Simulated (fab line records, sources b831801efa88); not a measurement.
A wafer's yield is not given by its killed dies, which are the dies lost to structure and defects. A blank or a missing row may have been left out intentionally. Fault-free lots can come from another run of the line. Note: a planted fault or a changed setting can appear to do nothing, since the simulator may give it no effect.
A lot that was struck, set against a sound lot || flow sky130 || 43 out of 708 route steps
Sound: these wafers, L697.1, L697.2, L697.3. Wafers struck: L706.1, L706.3, L706.5. The cause comes at the end.
Per side, at each step with rows, come the tool, then ch with its chambers, and then its first start. Under that, the readings that differ: sound wafers || struck wafers || difference of the means || sigmas: that difference in standard deviations of wafers without a fault.
alike: same words and numbers on both sides, and readings whose means sit less than 2 such deviations apart. not compared: any withheld reading, any reading some wafer has no value for, any bound like >300 that may hide the same value, and any number with overlapping values for which the record gives no deviation.
Wherever a step has rows on one side only, a row that says differs or no value, or a row with sigmas, the two part there. Numbers that have no deviation but don't overlap get no sigmas and don't part them. A reading that every wafer of one side lacks parts them only if that side has two wafers or more.

first, 4 steps without rows for these wafers: SKY_CONTACT_SOFTBAKE_10 (time 90 s); SKY_CONTACT_EXPOSE_11 (exposes mask CTM1, target cd 170 nm); SKY_CONTACT_PEB_12; SKY_CONTACT_DEVELOP_13 (develop time 60 s).
SKY_CONTACT_CD_MEAS_14: target cd 170 nm.
  sound on cdSem-01, day 32 14:50; struck on cdSem-01, day 35 13:59
  alike: cdNm
SKY_CONTACT_OVL_MEAS_15:
  sound on overlay-01, day 32 14:57; struck on overlay-02, day 35 14:06
  alike: CONTACT_OVL
then, 2 steps without rows for these wafers: SKY_CONTACT_ETCH_16 (etches BARC in N2/H2, stops on SiO2, time 45.9 s, target depth 60 nm); SKY_CONTACT_ETCH_17 (etches SiO2 in C4F8/O2/Ar, stops on Si3N4, target depth 340 nm).
SKY_CONTACT_ETCH_18: etches Si3N4 in CHF3/O2, stops on TiN, time 39 s, target depth 75 nm.
  sound: rieDiel-03 ch 0,1,2; struck: rieDiel-01 ch 0,1,2
  alike: biasW, drypumpMotorCurrentA, oesProductAu, throttleValvePct
  not compared: rfHoursCounterH
SKY_CONTACT_STRIP_19: strips in O2/N2.
  sound on plasmaAsher-04 ch 0,1, day 32 15:07; struck on plasmaAsher-03 ch 0,1, day 35 14:16
  alike: drypumpMotorCurrentA, oesProductAu, stripTimeToEndpointS
  not compared: rfHoursCounterH
then, 2 steps without rows for these wafers: SKY_CONTACT_STRIP_20 (strips in post etch residue remover, time 1200 s); SKY_CONTACT_CLEAN_21 (cleans in IPA, time 180 s).
SKY_CONTACT_CLEAN_22: cleans in O3/DIW.
  sound on wetBench-02 ch 3, day 32 15:37; struck on wetBench-02 ch 1, day 35 14:48
then, 1 step without rows for these wafers: SKY_CONTACT_SPUTTER_23 (material TiN, target thk 20 nm, time 80 s).
SKY_CONTACT_CVD_24: deposits W, target thk 340 nm, time 102.12 s.
  sound on cvdW-01 ch 0,1, day 32 15:46; struck on cvdW-02 ch 0,1, day 35 14:57
  alike: heaterPowerOuterW, heaterPowerW
SKY_CONTACT_RS_MEAS_25: uses a four-point probe to measure.
  sound on filmMetro-03, day 32 15:53; struck on filmMetro-01, day 35 15:04
  alike: CONTACT_W_RS
SKY_CONTACT_THK_MEAS_26: measures by xrf.
  sound on filmMetro-03, day 32 16:00; struck on filmMetro-01, day 35 15:11
  alike: CONTACT_W_THK
SKY_CONTACT_CMP_27: polishes, stops on SiO2, t overpolish 15 s, target thk 0 nm.
  sound on cmp-01 ch 0,2,3, day 32 16:04; struck on cmp-01 ch 1,3, day 35 15:17
{"reading": "timeToEndpointS (s)", "sound": "72 67 69", "struck": "83 79 83", "difference": "+12", "sigmas": "+2"}
  alike: motorCurrentA, overpolishRunS
then, 1 step without rows for these wafers: SKY_METAL1_SPUTTER_00 (material Ti, target thk 15 nm, time 10 s).
SKY_METAL1_SPUTTER_01: material TiN, target thk 20 nm, time 16.7 s.
  sound on pvdSputter-04, day 32 16:23; struck on pvdSputter-02, day 35 15:34
  alike: throttleValvePct
then, 3 steps without rows for these wafers: SKY_METAL1_SPUTTER_02 (material AlCu, target thk 250 nm, time 13.3 s); SKY_METAL1_SPUTTER_03 (material Ti, target thk 5 nm, time 3.3 s); SKY_METAL1_SPUTTER_04 (material TiN, target thk 70 nm, time 58.3 s).
SKY_METAL1_RS_MEAS_05: uses a four-point probe to measure.
  sound on filmMetro-03, day 32 16:30; struck on filmMetro-02, day 35 15:41
  alike: METAL1_ALCU_RS
SKY_METAL1_THK_MEAS_06: measures by xrf.
  sound on filmMetro-03, day 32 16:37; struck on filmMetro-02, day 35 15:48
  alike: METAL1_ALCU_THK
then, 8 steps without rows for these wafers: SKY_METAL1_DEHYDRATE_07 (time 60 s); SKY_METAL1_HMDS_08 (prime time 60 s); SKY_METAL1_COAT_09 (resist thk 60 nm); SKY_METAL1_COAT_10 (resist thk 450 nm); SKY_METAL1_SOFTBAKE_11 (time 90 s); SKY_METAL1_EXPOSE_12 (exposes mask MM1, target cd 140 nm); SKY_METAL1_PEB_13; SKY_METAL1_DEVELOP_14 (develop time 60 s).
SKY_METAL1_CD_MEAS_15: target cd 140 nm.
  sound on cdSem-02, day 33 19:30; struck on cdSem-01, day 36 18:26
  alike: cdNm
SKY_METAL1_OVL_MEAS_16:
  sound on overlay-01, day 33 19:37; struck on overlay-01, day 36 18:34
  alike: METAL1_OVL
then, 7 steps without rows for these wafers: SKY_METAL1_DESCUM_17 (chemistry O2, time 8 s); SKY_METAL1_ETCH_18 (etches BARC in N2/H2, stops on SiO2, time 45.9 s, target depth 60 nm); SKY_METAL1_METAL_ETCH_19 (etches the open film in Cl2/BCl3, stops on SiO2, target depth 360 nm, time 78 s); SKY_METAL1_STRIP_20 (strips in O2/N2); SKY_METAL1_STRIP_21 (strips in post etch residue remover, time 1200 s); SKY_METAL1_CLEAN_22 (cleans in IPA, time 180 s); SKY_METAL1_CLEAN_23 (cleans in O3/DIW).
-- the record jumps here: 12 days lie between the struck wafers' starts before and after (it left off in module METAL1 and takes up again in module PAD_OPEN, whose first step shown is number 708 of the route) --
SKY_PAD_OPEN_PROBE_99:
  rows exist in the record for the struck wafers here (prober-02, day 48 18:37), but not for the sound ones

## WHERE THEY PART
Earliest at SKY_CONTACT_CMP_27; latest, in this record, at SKY_PAD_OPEN_PROBE_99.

WHY: what had been put in by the simulator
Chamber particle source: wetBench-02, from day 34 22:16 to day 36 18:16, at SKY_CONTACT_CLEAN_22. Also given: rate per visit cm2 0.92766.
